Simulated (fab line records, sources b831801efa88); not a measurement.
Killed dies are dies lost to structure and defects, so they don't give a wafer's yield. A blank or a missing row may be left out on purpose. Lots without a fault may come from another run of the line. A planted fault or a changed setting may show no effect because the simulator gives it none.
Which tool did it? | flow sky130 | 14 lots, 42 wafers sampled, at 4 steps of a route of 708

WHAT THE GAUGES READ, wafer by wafer
The record holds no reading of a measuring or inspecting step that can be judged against a usual standard deviation.

WHICH TOOL RAN EACH LOT (tool, then ch and the chambers of the sampled wafers, then the start)
lot  | SKY_METAL1_SPUTTER_00        | SKY_METAL1_SPUTTER_02        | SKY_VIA1_EXPOSE_09                | SKY_VIA1_ETCH_14
L381 | pvd_sputter-04, day 31 22:37 | pvd_sputter-04, day 31 22:39 | krf_scanner-01 ch 0, day 33 17:11 | rie_diel-04 ch 2,3, day 34 06:29
L382 | pvd_sputter-04, day 32 01:51 | pvd_sputter-04, day 32 01:54 | krf_scanner-02 ch 0, day 33 22:14 | rie_diel-02 ch 1,2, day 34 09:47
L383 | pvd_sputter-01, day 32 05:18 | pvd_sputter-01, day 32 05:21 | krf_scanner-01 ch 0, day 34 00:37 | rie_diel-02 ch 0,2,3, day 34 11:26
L384 | pvd_sputter-03, day 32 19:13 | pvd_sputter-03, day 32 19:16 | krf_scanner-01 ch 0, day 34 11:15 | rie_diel-04 ch 1,2,3, day 35 00:55
L385 | pvd_sputter-03, day 32 20:22 | pvd_sputter-03, day 32 20:25 | krf_scanner-02 ch 0, day 34 12:31 | rie_diel-02 ch 0,1,2, day 35 02:56
L386 | pvd_sputter-03, day 33 02:25 | pvd_sputter-03, day 33 02:28 | krf_scanner-02 ch 0, day 34 18:54 | rie_diel-04 ch 0,1,3, day 35 08:46
L387 | pvd_sputter-04, day 33 08:30 | pvd_sputter-04, day 33 08:32 | krf_scanner-01 ch 0, day 35 02:48 | rie_diel-04 ch 1,2,3, day 35 14:35
L389 | pvd_sputter-03, day 34 04:28 | pvd_sputter-03, day 34 04:31 | krf_scanner-01 ch 0, day 35 20:28 | rie_diel-04 ch 1,3, day 36 11:05
L391 | pvd_sputter-04, day 34 11:11 | pvd_sputter-04, day 34 11:14 | krf_scanner-02 ch 0, day 36 04:20 | rie_diel-04 ch 0,1,2, day 36 16:41
L400 | pvd_sputter-03, day 37 15:36 | pvd_sputter-03, day 37 15:39 | krf_scanner-02, day 39 05:16      | rie_diel-03 ch 0,2,3, day 39 18:40
L399 | pvd_sputter-04, day 37 15:54 | pvd_sputter-04, day 37 15:57 | krf_scanner-01, day 39 06:26      | rie_diel-02 ch 0,1,3, day 39 19:17
L401 | pvd_sputter-01, day 37 18:20 | pvd_sputter-01, day 37 18:23 | krf_scanner-02 ch 0, day 39 09:47 | rie_diel-03 ch 0,3, day 39 21:53
L404 | pvd_sputter-04, day 38 22:55 | pvd_sputter-04, day 38 22:58 | krf_scanner-02 ch 0, day 40 14:38 | rie_diel-02 ch 1,2, day 41 01:23
L403 | pvd_sputter-03, day 39 06:54 | pvd_sputter-03, day 39 06:57 | krf_scanner-01 ch 0, day 40 21:44 | rie_diel-02 ch 0,1,2, day 41 08:20
- SKY_METAL1_SPUTTER_00: material Ti, target thk 15 nm, time 10 s.
- SKY_METAL1_SPUTTER_02: material AlCu, target thk 250 nm, time 13.3 s.
- SKY_VIA1_EXPOSE_09: exposes mask VIM, target cd 150 nm.
- SKY_VIA1_ETCH_14: etches BARC in N2/H2, stops on SiO2, time 45.9 s, target depth 60 nm.

WHAT THE TOOLS THEMSELVES READ (means of the sampled wafers that have a number; where no wafer has one, the mark that the record gives instead)
SKY_METAL1_SPUTTER_00.
lot  | tool           | chamber_pressure_pa (Pa) | throttle_valve_pct (%)
L381 | pvd_sputter-04 | 0.3997                   | 30.4
L382 | pvd_sputter-04 | 0.3996                   | 30.2
L383 | pvd_sputter-01 | 0.3993                   | 29.4
L384 | pvd_sputter-03 | 0.4001                   | 30.6
L385 | pvd_sputter-03 | 0.4004                   | 29.1
L386 | pvd_sputter-03 | 0.3999                   | 30.7
L387 | pvd_sputter-04 | 0.3997                   | 30.2
L389 | pvd_sputter-03 | 0.3999                   | 29.9
L391 | pvd_sputter-04 | 0.4007                   | 30.5
L400 | pvd_sputter-03 | 0.4006                   | 31.6
L399 | pvd_sputter-04 | 0.3995                   | 30.2
L401 | pvd_sputter-01 | 0.4004                   | 30.5
L404 | pvd_sputter-04 | 0.4001                   | 30.5
L403 | pvd_sputter-03 | 0.4002                   | 29.9

SKY_METAL1_SPUTTER_02.
lot  | tool           | chamber_pressure_pa (Pa) | throttle_valve_pct (%)
L381 | pvd_sputter-04 | 0.3994                   | 30.3
L382 | pvd_sputter-04 | 0.4002                   | 30.2
L383 | pvd_sputter-01 | 0.4000                   | 29.5
L384 | pvd_sputter-03 | 0.4000                   | 30.5
L385 | pvd_sputter-03 | 0.3996                   | 29.2
L386 | pvd_sputter-03 | 0.4003                   | 30.7
L387 | pvd_sputter-04 | 0.3996                   | 30.1
L389 | pvd_sputter-03 | 0.4007                   | 30.0
L391 | pvd_sputter-04 | 0.4009                   | 30.4
L400 | pvd_sputter-03 | 0.4002                   | 31.5
L399 | pvd_sputter-04 | 0.3999                   | 30.1
L401 | pvd_sputter-01 | 0.4005                   | 30.7
L404 | pvd_sputter-04 | 0.3994                   | 30.5
L403 | pvd_sputter-03 | 0.3999                   | 30.1

SKY_VIA1_EXPOSE_09.
lot  | tool           | exposure_dose_mJ_cm2 | focus_offset_nm (nm) | reticle_temp_C (C)
L381 | krf_scanner-01 | 37.97                | -0.1                 | 23.01
L382 | krf_scanner-02 | 38.57                | -0.4                 | 23.07
L383 | krf_scanner-01 | 38.02                | 0.5                  | 22.98
L384 | krf_scanner-01 | 38.01                | 0.5                  | 22.97
L385 | krf_scanner-02 | 38.55                | 0.7                  | 23.00
L386 | krf_scanner-02 | 38.58                | -0.3                 | 23.04
L387 | krf_scanner-01 | 37.93                | 0.5                  | 22.98
L389 | krf_scanner-01 | 37.96                | -0.4                 | 22.98
L391 | krf_scanner-02 | 38.55                | 0.2                  | 22.99
L400 | krf_scanner-02 | -                    | -                    | -
L399 | krf_scanner-01 | -                    | -                    | -
L401 | krf_scanner-02 | 38.61                | -0.1                 | 23.06
L404 | krf_scanner-02 | 38.53                | -0.0                 | 22.98
L403 | krf_scanner-01 | 37.99                | 0.8                  | 23.04

SKY_VIA1_ETCH_14.
lot  | tool        | drypump_motor_current_A (A) | oes_product_au (a.u.) | throttle_valve_pct (%)
L381 | rie_diel-04 | 5.7                         | 0.857                 | 13.228
L382 | rie_diel-02 | 5.9                         | 0.853                 | 13.225
L383 | rie_diel-02 | 6.3                         | 0.855                 | 13.224
L384 | rie_diel-04 | 5.9                         | 0.854                 | 13.220
L385 | rie_diel-02 | 6.0                         | 0.854                 | 13.225
L386 | rie_diel-04 | 6.0                         | 0.853                 | 13.228
L387 | rie_diel-04 | 5.9                         | 0.854                 | 13.231
L389 | rie_diel-04 | 5.9                         | 0.848                 | 13.229
L391 | rie_diel-04 | 6.2                         | 0.854                 | 13.218
L400 | rie_diel-03 | 5.5                         | 0.855                 | 13.226
L399 | rie_diel-02 | 6.2                         | 0.852                 | 13.227
L401 | rie_diel-03 | 5.8                         | 0.861                 | 13.218
L404 | rie_diel-02 | 6.0                         | 0.850                 | 13.221
L403 | rie_diel-02 | 6.0                         | 0.854                 | 13.230

THE ANSWER, worked out from the rows above alone
Rule: what is usual is taken from the lots themselves. Put in order of their means at a reading, lots are off if they are a third of the lots or fewer, leave a main group of 4 or more, and stand apart from it by a gap of 3 or more times the standard deviation of the main group's means; of several such gaps the widest counts. A main group whose means are all the same, to the digits that the tables above print for the reading, isn't used. A lot without any number at a reading at which 4 lots or more have one is off too. The other lots that the step has rows for count as sound. The gauges are gone through in route order, then the tools' own readings, and for those a lot's mean is taken as printed above. The first step at which some lot is off is used, and at that step the reading that is off furthest; a lot without a number counts as furthest.
Off: L400, L399, at SKY_VIA1_EXPOSE_09 (exposure_dose_mJ_cm2). Without a number there: L400, L399. The main group: mean 38.27, standard deviation 0.29.
A tool fits if, at that step or a process step before it, it ran every lot that is off, and no sound lot after the first of them. None of those tried fits.

WHAT THE SIMULATOR HAD PUT IN
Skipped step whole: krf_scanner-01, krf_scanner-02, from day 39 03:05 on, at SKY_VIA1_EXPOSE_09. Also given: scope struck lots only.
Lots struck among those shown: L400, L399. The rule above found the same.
